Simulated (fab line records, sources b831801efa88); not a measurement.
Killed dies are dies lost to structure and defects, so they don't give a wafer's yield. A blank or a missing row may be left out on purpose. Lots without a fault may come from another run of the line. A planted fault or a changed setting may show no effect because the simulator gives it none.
Which tool did it? | flow sfq_line | 14 lots, 42 wafers sampled, at 4 steps of a route of 325

WHAT THE GAUGES READ, wafer by wafer
The record holds no reading of a measuring or inspecting step that can be judged against a usual standard deviation.

WHICH TOOL RAN EACH LOT (tool, then ch and the chambers of the sampled wafers, then the start)
lot  | SFQ_TRILAYER_L0_VIA_STRIP_STRIP_017 | SFQ_TRILAYER_I4_VIA_BARC_OPEN_VIA_ETCH_146 | SFQ_TRILAYER_JJ_TRILAYER_DEP_SPUTTER_110 | SFQ_TRILAYER_M5_ETCH_METAL_ETCH_126
L500 | rie_metal-04 ch 0,1, day 5 10:32    | rie_diel-01 ch 0,1, day 36 23:49           | pvd_sputter-03, day 37 00:50             | rie_metal-01 ch 0,1, day 47 08:07
L501 | rie_metal-01 ch 0, day 5 16:32      | rie_diel-03 ch 0,1,3, day 37 11:21         | pvd_sputter-03, day 37 12:23             | rie_metal-04 ch 0,1, day 48 03:19
L502 | rie_metal-01 ch 0,1, day 5 21:20    | rie_diel-03 ch 0,1,2, day 37 19:45         | pvd_sputter-06, day 37 20:47             | rie_metal-01 ch 0,1, day 48 17:43
L503 | rie_metal-03 ch 0,1, day 6 03:22    | rie_diel-04 ch 1,2,3, day 38 02:57         | pvd_sputter-05, day 38 03:59             | rie_metal-03 ch 0,1, day 49 08:07
L504 | rie_metal-03 ch 0,1, day 6 08:20    | rie_diel-03 ch 2,3, day 38 08:57           | pvd_sputter-06, day 38 10:00             | rie_metal-03 ch 0,1, day 49 15:23
L505 | rie_metal-04 ch 0,1, day 6 10:38    | rie_diel-01 ch 0,1,2, day 38 13:45         | pvd_sputter-06, day 38 14:48             | rie_metal-01 ch 0, day 49 20:07
L513 | rie_metal-04 ch 0,1, day 8 08:02    | rie_diel-04 ch 0,2, day 42 11:29           | pvd_sputter-06, day 42 12:31             | rie_metal-01 ch 0,1, day 54 11:31
L514 | rie_metal-03 ch 0,1, day 8 17:40    | rie_diel-03 ch 0,2,3, day 42 21:05         | pvd_sputter-06, day 42 22:44             | rie_metal-03 ch 0,1, day 54 12:50
L515 | rie_metal-04 ch 0,1, day 9 01:05    | rie_diel-03 ch 0,1, day 44 12:38           | pvd_sputter-03, day 44 13:40             | rie_metal-01 ch 0,1, day 54 14:07
L516 | rie_metal-03 ch 0,1, day 9 03:16    | rie_diel-03 ch 0,1, day 50 14:11           | pvd_sputter-06, day 50 15:13             | rie_metal-04 ch 1, day 57 00:53
L518 | rie_metal-01 ch 0,1, day 9 17:52    | rie_diel-03 ch 0,1,2, day 51 08:11         | pvd_sputter-03, day 51 09:14             | rie_metal-04 ch 0,1, day 57 20:11
L519 | rie_metal-03 ch 0,1, day 9 22:40    | rie_diel-01 ch 0,1,2, day 51 16:44         | pvd_sputter-06, day 51 18:20             | rie_metal-03 ch 0,1, day 58 17:48
L520 | rie_metal-03 ch 0,1, day 10 06:52   | rie_diel-03 ch 0,1,2, day 52 14:34         | pvd_sputter-03, day 52 15:35             | rie_metal-04 ch 0,1, day 58 18:56
L521 | rie_metal-01 ch 1, day 10 14:04     | rie_diel-01 ch 1,2,3, day 53 00:10         | pvd_sputter-06, day 53 01:58             | rie_metal-04 ch 0, day 58 22:05
- SFQ_TRILAYER_L0_VIA_STRIP_STRIP_017: strips in O2.
- SFQ_TRILAYER_I4_VIA_BARC_OPEN_VIA_ETCH_146: etches BARC in O2, target depth 125 nm, time 41.7 s.
- SFQ_TRILAYER_JJ_TRILAYER_DEP_SPUTTER_110: material Al, target thk 8 nm, time 10 s.
- SFQ_TRILAYER_M5_ETCH_METAL_ETCH_126: etches Nb in Cl2/BCl3, stops on SiO2, time 203.2 s, target depth 265 nm.

WHAT THE TOOLS THEMSELVES READ (means of the sampled wafers that have a number; where no wafer has one, the mark that the record gives instead)
SFQ_TRILAYER_L0_VIA_STRIP_STRIP_017.
lot  | tool         | chamber_pressure_mTorr (mTorr) | drypump_motor_current_A (A) | he_backside_leak_sccm (sccm) | oes_product_au (a.u.)
L500 | rie_metal-04 | 50.01                          | 5.97                        | 3.36                         | 1.006
L501 | rie_metal-01 | 50.05                          | 5.91                        | 3.60                         | 1.005
L502 | rie_metal-01 | 50.01                          | 5.62                        | 3.51                         | 0.992
L503 | rie_metal-03 | 50.00                          | 5.36                        | 3.51                         | 1.004
L504 | rie_metal-03 | 49.99                          | 5.36                        | 3.44                         | 1.010
L505 | rie_metal-04 | 50.01                          | 5.96                        | 3.35                         | 1.004
L513 | rie_metal-04 | 59.99                          | 5.95                        | 3.29                         | 1.002
L514 | rie_metal-03 | 49.97                          | 5.36                        | 3.54                         | 1.007
L515 | rie_metal-04 | 60.01                          | 5.99                        | 3.35                         | 0.997
L516 | rie_metal-03 | 49.94                          | 5.36                        | 3.51                         | 1.004
L518 | rie_metal-01 | 50.05                          | 5.63                        | 3.37                         | 0.997
L519 | rie_metal-03 | 50.02                          | 5.44                        | 3.70                         | 1.002
L520 | rie_metal-03 | 49.95                          | 5.35                        | 3.41                         | 1.008
L521 | rie_metal-01 | 50.04                          | 5.47                        | 3.32                         | 0.988

SFQ_TRILAYER_I4_VIA_BARC_OPEN_VIA_ETCH_146.
lot  | tool        | bias_w (W) | drypump_motor_current_A (A) | oes_product_au (a.u.)
L500 | rie_diel-01 | 77.95      | 5.37                        | 0.689
L501 | rie_diel-03 | 77.85      | 5.62                        | 0.685
L502 | rie_diel-03 | 77.82      | 5.62                        | 0.688
L503 | rie_diel-04 | 77.63      | 5.63                        | 0.688
L504 | rie_diel-03 | 77.87      | 5.79                        | 0.686
L505 | rie_diel-01 | 77.89      | 5.64                        | 0.692
L513 | rie_diel-04 | 77.79      | 5.75                        | 0.691
L514 | rie_diel-03 | 77.71      | 5.67                        | 0.684
L515 | rie_diel-03 | 77.59      | 5.55                        | 0.687
L516 | rie_diel-03 | 77.60      | 5.56                        | 0.683
L518 | rie_diel-03 | 77.70      | 5.61                        | 0.692
L519 | rie_diel-01 | 78.11      | 5.65                        | 0.684
L520 | rie_diel-03 | 77.80      | 5.61                        | 0.688
L521 | rie_diel-01 | 77.67      | 5.58                        | 0.691

SFQ_TRILAYER_JJ_TRILAYER_DEP_SPUTTER_110.
lot  | tool           | base_pressure_pa (Pa) | throttle_valve_pct (%)
L500 | pvd_sputter-03 | 1.31e-06              | 30.8
L501 | pvd_sputter-03 | 1.36e-06              | 30.8
L502 | pvd_sputter-06 | 1.30e-06              | 30.7
L503 | pvd_sputter-05 | 1.30e-06              | 30.5
L504 | pvd_sputter-06 | 1.37e-06              | 30.9
L505 | pvd_sputter-06 | 1.35e-06              | 30.2
L513 | pvd_sputter-06 | 1.34e-06              | 29.5
L514 | pvd_sputter-06 | 1.24e-06              | 30.8
L515 | pvd_sputter-03 | 1.31e-06              | 30.7
L516 | pvd_sputter-06 | 1.34e-06              | 30.8
L518 | pvd_sputter-03 | 1.38e-06              | 30.4
L519 | pvd_sputter-06 | 1.32e-06              | 30.7
L520 | pvd_sputter-03 | 1.32e-06              | 30.8
L521 | pvd_sputter-06 | 1.30e-06              | 29.9

SFQ_TRILAYER_M5_ETCH_METAL_ETCH_126.
lot  | tool         | bias_w (W) | drypump_motor_current_A (A) | he_backside_leak_sccm (sccm) | oes_product_au (a.u.)
L500 | rie_metal-01 | 80.03      | 5.62                        | 3.43                         | 0.728
L501 | rie_metal-04 | 80.17      | 5.80                        | 3.36                         | 0.731
L502 | rie_metal-01 | 80.12      | 5.61                        | 3.46                         | 0.734
L503 | rie_metal-03 | 80.08      | 5.34                        | 3.34                         | 0.730
L504 | rie_metal-03 | 79.95      | 5.36                        | 3.45                         | 0.725
L505 | rie_metal-01 | 80.45      | 5.92                        | 3.60                         | 0.730
L513 | rie_metal-01 | 79.93      | 5.62                        | 3.49                         | 0.726
L514 | rie_metal-03 | 80.33      | 5.37                        | 3.17                         | 0.739
L515 | rie_metal-01 | 80.17      | 5.75                        | 3.59                         | 0.720
L516 | rie_metal-04 | 79.89      | 5.66                        | 3.27                         | 0.729
L518 | rie_metal-04 | 80.22      | 5.81                        | 3.28                         | 0.731
L519 | rie_metal-03 | 80.09      | 5.42                        | 3.26                         | 0.730
L520 | rie_metal-04 | 80.01      | 5.81                        | 3.39                         | 0.726
L521 | rie_metal-04 | 80.10      | 6.13                        | 3.42                         | 0.727

THE ANSWER, worked out from the rows above alone
Rule: what is usual is taken from the lots themselves. Put in order of their means at a reading, lots are off if they are a third of the lots or fewer, leave a main group of 4 or more, and stand apart from it by a gap of 3 or more times the standard deviation of the main group's means; of several such gaps the widest counts. A main group whose means are all the same, to the digits that the tables above print for the reading, isn't used. A lot without any number at a reading at which 4 lots or more have one is off too. The other lots that the step has rows for count as sound. The gauges are gone through in route order, then the tools' own readings, and for those a lot's mean is taken as printed above. The first step at which some lot is off is used, and at that step the reading that is off furthest; a lot without a number counts as furthest.
Off: L513, L515, at SFQ_TRILAYER_L0_VIA_STRIP_STRIP_017 (chamber_pressure_mTorr). The main group: mean 50.00 mTorr, standard deviation 0.034.
A tool fits if, at that step or a process step before it, it ran every lot that is off, and no sound lot after the first of them. One fits: rie_metal-04 at SFQ_TRILAYER_L0_VIA_STRIP_STRIP_017. Its last sound lot is L505 (day 6 10:38), its first lot that is off L513 (day 8 08:02): a fault that began between those two fits.
The tool's own readings at SFQ_TRILAYER_L0_VIA_STRIP_STRIP_017 bear it out: on the lots that are off they differ by more than 5 times the standard deviation of the sound lots' means. chamber_pressure_mTorr reads 60.00 mTorr there against 50.00 mTorr on the sound lots.

WHAT THE SIMULATOR HAD PUT IN
Process parameter drift: rie_metal-04, from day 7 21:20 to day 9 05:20, at SFQ_TRILAYER_L0_VIA_STRIP_STRIP_017. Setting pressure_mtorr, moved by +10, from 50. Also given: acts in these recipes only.
Lots struck among those shown: L513, L515. The rule above found the same.
